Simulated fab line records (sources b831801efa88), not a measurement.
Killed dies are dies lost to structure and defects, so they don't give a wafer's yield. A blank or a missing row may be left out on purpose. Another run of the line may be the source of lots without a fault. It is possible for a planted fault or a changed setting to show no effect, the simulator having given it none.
A single fault, viewed from 2 desks | flow gf180mcu | numbers are kept per desk, each desk with only its own; the story behind them comes last

== AT THE METROLOGY DESK ==
Lot by lot, what the gauges showed, no matter which tool ran the lot: averages of those sampled wafers that carry a number. If a lot's mean is further than 4 standard deviations from the usual mean, the lot is out of limits and carries the mark OUT (the distance appears in the brackets).
Columns: A = HV_LDD_TW at GF_HV_LDD_TW_MEAS_11, usual 2407; B = HV_LDD_2_TW at GF_HV_LDD_TW_MEAS_23, usual 1052; C = HV_LDD_RS at GF_HV_LDD_RS_MEAS_53, usual 418.7 ohm/sq
lot  | first seen here | A               | B    | C
L234 | day 9 20:07     | 2402            | 1061 | 418.6
L235 | day 10 07:50    | 2426            | 1050 | 419.9
L237 | day 10 19:27    | 2428            | 1050 | 419.6
L238 | day 11 06:57    | 2409            | 1051 | 419.3
L239 | day 11 15:12    | 2387            | 1045 | 417.8
L242 | day 12 13:04    | 2430            | 1055 | 418.9
L245 | day 13 08:34    | 2352            | 1056 | 437.2 (+19) OUT
L246 | day 13 13:31    | 2282 (-7.4) OUT | 1052 | 455.3 (+38) OUT
L248 | day 14 10:46    | 2348            | 1042 | 437.2 (+19) OUT
L252 | day 15 22:42    | 2390            | 1050 | 417.1
L253 | day 16 06:17    | 2419            | 1043 | 418.6
L256 | day 17 00:28    | 2416            | 1041 | 419.1
This desk finds L245, L246, L248 out of limits, with the earliest case on L246 at day 13 13:31 (HV_LDD_TW at GF_HV_LDD_TW_MEAS_11). In limits: L234, L235, L237, L238, L239, L242, L252, L253, L256.

== AT THE TOOL OWNER'S DESK: implanter-04 ==
The tool's own readings at GF_HV_LDD_IMPLANT_09: means of the sampled wafers that have a number, for each lot that ran on this tool. If a lot's mean is further than 4 standard deviations from the usual mean, the lot is out of limits and carries the mark OUT (the distance appears in the brackets).
Columns: A = beam_on_s at GF_HV_LDD_IMPLANT_09, usual 10.00 s; B = faraday_current_uA at GF_HV_LDD_IMPLANT_09, usual 563; C = tilt_deg at GF_HV_LDD_IMPLANT_09, usual 6.992 degrees
lot  | first seen here | A               | B              | C
L237 | day 10 19:12    | 10.33           | 545            | 6.980
L239 | day 11 14:57    | 10.07           | 560            | 6.987
L242 | day 12 12:49    | 9.96            | 565            | 6.988
L245 | day 13 08:20    | 8.97 (-5.1) OUT | 630 (+6.1) OUT | 7.002
L246 | day 13 13:16    | 8.17 (-9.2) OUT | 689 (+11) OUT  | 6.983
L248 | day 14 10:31    | 9.19 (-4.1) OUT | 617 (+4.9) OUT | 7.016
Finding of this desk: L245, L246, L248 out of limits; the first was L245 at day 13 08:20, on beam_on_s at GF_HV_LDD_IMPLANT_09. In limits: L237, L239, L242.

== BROUGHT TOGETHER ==
At day 13 08:20, on L245, L246, L248, the tool owner's desk was in a position to raise an alarm.
L245, L246, L248 would have let the metrology desk raise an alarm at day 13 13:31.
All the named lots went through GF_HV_LDD_IMPLANT_09 on implanter-04.

== WHAT THE SIMULATOR HAD INSERTED ==
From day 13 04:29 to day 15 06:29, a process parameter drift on implanter-04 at GF_HV_LDD_IMPLANT_09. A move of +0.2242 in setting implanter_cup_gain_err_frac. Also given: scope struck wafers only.
Lots struck among those shown: L245, L246, L248.
Fault start to first reading out of limits, in hours, per desk: tool owner, 4; metrology, 9.
